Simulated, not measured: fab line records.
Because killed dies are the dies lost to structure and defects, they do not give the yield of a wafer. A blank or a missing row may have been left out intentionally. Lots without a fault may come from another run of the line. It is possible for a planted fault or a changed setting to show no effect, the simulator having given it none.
2 desks looking at one fault | flow gf180mcu | every desk sees just its own numbers, and what lay behind them comes last

== THE METROLOGY DESK ==
Lot by lot, what the gauges showed, no matter which tool ran the lot: averages of those sampled wafers that carry a number. Marked OUT: a lot whose mean sits more than 4 standard deviations from the usual mean, which makes it out of limits; the brackets give that distance.
Columns: A = VT_IMPLANT_OVL at GF_VT_IMPLANT_OVL_MEAS_07, usual -1.0 nm; B = DUAL_GATE_OXIDATION_00_THK at GF_DUAL_GATE_THK_MEAS_03, usual 10.95 nm
lot  | first seen here | A    | B
L259 | day 5 17:43     | -0.7 | 10.95
L261 | day 6 05:55     | -1.4 | 10.66
L265 | day 7 02:00     | -3.5 | 10.95
L268 | day 7 19:54     | 0.4  | 10.88
L269 | day 8 03:35     | -2.7 | 11.07
L270 | day 8 10:28     | -0.2 | 11.22
L271 | day 8 13:27     | 1.7  | 12.92 (+9.9) OUT
L272 | day 8 19:22     | -1.2 | 12.85 (+9.5) OUT
L273 | day 9 04:22     | -1.2 | 11.05
L275 | day 9 20:39     | -0.2 | 10.54
L281 | day 11 14:30    | -1.7 | 10.94
L282 | day 11 15:15    | -1.9 | 10.89
Finding of this desk: L271, L272 out of limits, first seen on L271 at day 10 22:26 (DUAL_GATE_OXIDATION_00_THK at GF_DUAL_GATE_THK_MEAS_03). L259, L261, L265, L268, L269, L270, L273, L275, L281, L282: within limits.

== THE TOOL OWNER'S DESK: furnace-02 ==
The tool's own readings at GF_DUAL_GATE_OXIDATION_02 (stabilise 600 s, purge 300 s, target thk 10.887 nm): means of the sampled wafers that have a number, for each lot that ran on this tool. Marked OUT: a lot whose mean sits more than 4 standard deviations from the usual mean, which makes it out of limits; the brackets give that distance.
Columns: A = spike_tc_bottom_C at GF_DUAL_GATE_OXIDATION_02, usual 913.7 C; B = spike_tc_centre_C at GF_DUAL_GATE_OXIDATION_02, usual 899.4 C; C = spike_tc_lower_C at GF_DUAL_GATE_OXIDATION_02, usual 900.5 C; D = spike_tc_top_C at GF_DUAL_GATE_OXIDATION_02, usual 909.7 C; E = spike_tc_upper_C at GF_DUAL_GATE_OXIDATION_02, usual 899.9 C; F = zone_power_bottom_pct at GF_DUAL_GATE_OXIDATION_02, usual 30.3 %; G = zone_power_centre_pct at GF_DUAL_GATE_OXIDATION_02, usual 19.2 %
lot  | first seen here | A               | B               | C               | D               | E               | F    | G
L261 | day 8 03:58     | 914.3           | 899.9           | 900.6           | 911.4           | 900.0           | 30.6 | 18.2
L265 | day 9 04:56     | 915.1           | 899.2           | 901.5           | 910.2           | 899.4           | 30.8 | 18.1
L268 | day 10 02:04    | 914.2           | 899.5           | 900.9           | 911.5           | 899.4           | 30.6 | 18.1
L269 | day 10 12:17    | 913.1           | 900.4           | 899.8           | 911.1           | 899.9           | 30.3 | 18.2
L271 | day 10 20:58    | 931.0 (+14) OUT | 914.8 (+17) OUT | 916.2 (+14) OUT | 926.8 (+10) OUT | 915.8 (+16) OUT | 32.2 | 18.8
L272 | day 11 02:01    | 930.7 (+14) OUT | 915.5 (+18) OUT | 917.1 (+15) OUT | 926.8 (+10) OUT | 915.9 (+16) OUT | 32.0 | 18.7
This desk finds L271, L272 out of limits, L271 being first, at day 10 20:58 (spike_tc_bottom_C at GF_DUAL_GATE_OXIDATION_02). L261, L265, L268, L269: within limits.

== PUT TOGETHER ==
At day 10 20:58, on L271, L272, the tool owner's desk was in a position to raise an alarm.
On L271, L272, the metrology desk was in a position to raise an alarm at day 10 22:26.
Every lot named ran GF_DUAL_GATE_OXIDATION_02 on furnace-02.

== WHAT THE SIMULATOR HAD PUT IN ==
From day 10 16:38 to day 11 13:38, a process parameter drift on furnace-02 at GF_DUAL_GATE_OXIDATION_02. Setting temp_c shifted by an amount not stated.
Struck lots among those shown: L271, L272.
Time in hours from fault onset to the first out-of-limits reading at each desk: tool owner's desk 4, metrology desk 6.
